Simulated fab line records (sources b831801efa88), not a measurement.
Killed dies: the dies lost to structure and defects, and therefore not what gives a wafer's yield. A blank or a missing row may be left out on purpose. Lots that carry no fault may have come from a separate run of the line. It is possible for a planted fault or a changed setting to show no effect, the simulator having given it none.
Shared-tool check -- flow sky130 -- Sampled: 14 lots, 42 wafers

== REASON FOR OPENING ==
2 of 14 lots carry a flag on the reading RES_XHIGH_TW at SKY_RES_XHIGH_TW_MEAS_09. Fault-free wafers read 1640, with a standard deviation of 11.
Rule: flag the lot when none of its wafers has a number, or when each of its wafers that has one lies beyond 4 standard deviations from that mean. As for the other lots, they are considered sound.

lot,measured,on,"RES_XHIGH_TW, wafer by wafer",flag
L698,day 26 16:41,filmMetro-03,1653 1648 1649,
L702,day 28 03:32,filmMetro-02,1642 1644 1648,
L706,day 29 18:35,filmMetro-02,30 30 30,FLAGGED
L707,day 30 07:29,filmMetro-03,30 30 30,FLAGGED
L710,day 31 09:41,filmMetro-02,1643 1642 1647,
L711,day 31 13:33,filmMetro-03,1641 1652 1647,
L712,day 31 17:26,filmMetro-02,1644 1636 1635,
L714,day 32 11:26,filmMetro-01,1626 1630 1637,
L715,day 32 23:11,filmMetro-03,1649 1643 1649,
L716,day 33 01:56,filmMetro-01,1631 1628 1636,
L717,day 33 07:37,filmMetro-01,1623 1618 1630,
L718,day 33 08:41,filmMetro-01,1630 1632 1625,
L720,day 34 00:30,filmMetro-03,1647 1649 1655,
L721,day 34 13:59,filmMetro-01,1621 1631 1624,
Averaged over the flagged lots the numbers come to 30, -1610 from the usual (-99 or more standard deviations).

== TOOL THAT RAN EACH LOT ==
Before the reading, the record contains 3 process steps out of a 708-step route. Every cell lists first the tool, next ch and the chambers used by the sampled wafers, and last the start.
lot,flag,SKY_POLY_CUT_STRIP_12,SKY_SD_P_STRIP_10,SKY_RES_XHIGH_STRIP_08
L698,,"plasmaAsher-03 ch 1, day 24 04:13","plasmaAsher-03 ch 0,1, day 25 10:50","plasmaAsher-03 ch 0,1, day 26 16:35"
L702,,"plasmaAsher-02 ch 1, day 25 17:41","plasmaAsher-04 ch 0,1, day 26 23:08","plasmaAsher-04 ch 0, day 28 03:26"
L706,FLAGGED,"plasmaAsher-02 ch 0,1, day 27 09:25","plasmaAsher-01 ch 0,1, day 28 14:35","plasmaAsher-03 ch 0,1, day 29 18:29"
L707,FLAGGED,"plasmaAsher-03 ch 1, day 27 22:37","plasmaAsher-01 ch 1, day 29 03:17","plasmaAsher-04 ch 1, day 30 07:23"
L710,,"plasmaAsher-02 ch 0,1, day 29 01:26","plasmaAsher-01 ch 0,1, day 30 05:29","plasmaAsher-04 ch 0,1, day 31 09:35"
L711,,"plasmaAsher-01 ch 0, day 29 05:14","plasmaAsher-04 ch 0,1, day 30 09:41","plasmaAsher-02 ch 0,1, day 31 13:26"
L712,,"plasmaAsher-01 ch 0,1, day 29 09:29","plasmaAsher-01 ch 0,1, day 30 13:50","plasmaAsher-02 ch 0,1, day 31 17:20"
L714,,"plasmaAsher-03 ch 0,1, day 30 03:23","plasmaAsher-01 ch 0,1, day 31 07:50","plasmaAsher-03 ch 0,1, day 32 11:20"
L715,,"plasmaAsher-01 ch 0,1, day 30 15:56","plasmaAsher-03 ch 0,1, day 31 19:47","plasmaAsher-03 ch 0,1, day 32 23:05"
L716,,"plasmaAsher-01 ch 0,1, day 30 18:49","plasmaAsher-04 ch 1, day 31 22:26","plasmaAsher-03 ch 0,1, day 33 01:50"
L717,,"plasmaAsher-01 ch 0,1, day 31 01:54","plasmaAsher-01 ch 0,1, day 32 05:10","plasmaAsher-02 ch 0,1, day 33 07:31"
L718,,"plasmaAsher-01 ch 0,1, day 31 02:59","plasmaAsher-01 ch 0,1, day 32 06:29","plasmaAsher-04 ch 0,1, day 33 08:35"
L720,,"plasmaAsher-03 ch 0,1, day 31 18:53","plasmaAsher-01 ch 0,1, day 32 21:47","plasmaAsher-02 ch 0,1, day 34 00:23"
L721,,"plasmaAsher-03 ch 0,1, day 32 08:04","plasmaAsher-01 ch 0,1, day 33 11:05","plasmaAsher-03 ch 0,1, day 34 13:53"
What these steps do:
- SKY_POLY_CUT_STRIP_12: strips in O2/N2.
- SKY_SD_P_STRIP_10: strips in O2/N2.
- SKY_RES_XHIGH_STRIP_08: strips in O2/N2.
- SKY_RES_XHIGH_TW_MEAS_09

== FLAGGED AGAINST TOTAL, ONE TOOL AT A TIME (gauges that did the reading follow at the end) ==
step,tool,lots run,flagged,share of the flagged lots,sound lots run after its first flagged lot
SKY_POLY_CUT_STRIP_12,plasmaAsher-01,6,0,none,-
SKY_POLY_CUT_STRIP_12,plasmaAsher-02,3,1,some,1 (L710)
SKY_POLY_CUT_STRIP_12,plasmaAsher-03,5,1,some,"3 (L714,L720,L721)"
SKY_SD_P_STRIP_10,plasmaAsher-01,9,2,all,"7 (L710,L712,L714,L717,L718,L720,L721)"
SKY_SD_P_STRIP_10,plasmaAsher-03,2,0,none,-
SKY_SD_P_STRIP_10,plasmaAsher-04,3,0,none,-
SKY_RES_XHIGH_STRIP_08,plasmaAsher-02,4,0,none,-
SKY_RES_XHIGH_STRIP_08,plasmaAsher-03,6,1,some,"4 (L714,L715,L716,L721)"
SKY_RES_XHIGH_STRIP_08,plasmaAsher-04,4,1,some,"2 (L710,L718)"
SKY_RES_XHIGH_TW_MEAS_09,filmMetro-01,5,0,none,-
SKY_RES_XHIGH_TW_MEAS_09,filmMetro-02,4,1,some,"2 (L710,L712)"
SKY_RES_XHIGH_TW_MEAS_09,filmMetro-03,5,1,some,"3 (L711,L715,L720)"

== THE TABLE: WHAT IT ALLOWS ==
In the table, 1 row covers all flagged lots: plasmaAsher-01 at SKY_SD_P_STRIP_10.
- plasmaAsher-01 at SKY_SD_P_STRIP_10 ran 9 lots, 2 of them flagged. Lots that were sound ran on it after the first flagged one (L710, L712, L714, L717, L718, L720, L721); a persistent fault on the entire tool would not allow that. On the flagged lots its readings are blank where sound lots have values: chamberPressureMTorr, drypumpMotorCurrentA, oesProductAu, stripTimeToEndpointS.
None of the table's rows ran every flagged lot and, after the first, no sound lot.

== WHAT WAS PUT IN BY THE SIMULATOR ==
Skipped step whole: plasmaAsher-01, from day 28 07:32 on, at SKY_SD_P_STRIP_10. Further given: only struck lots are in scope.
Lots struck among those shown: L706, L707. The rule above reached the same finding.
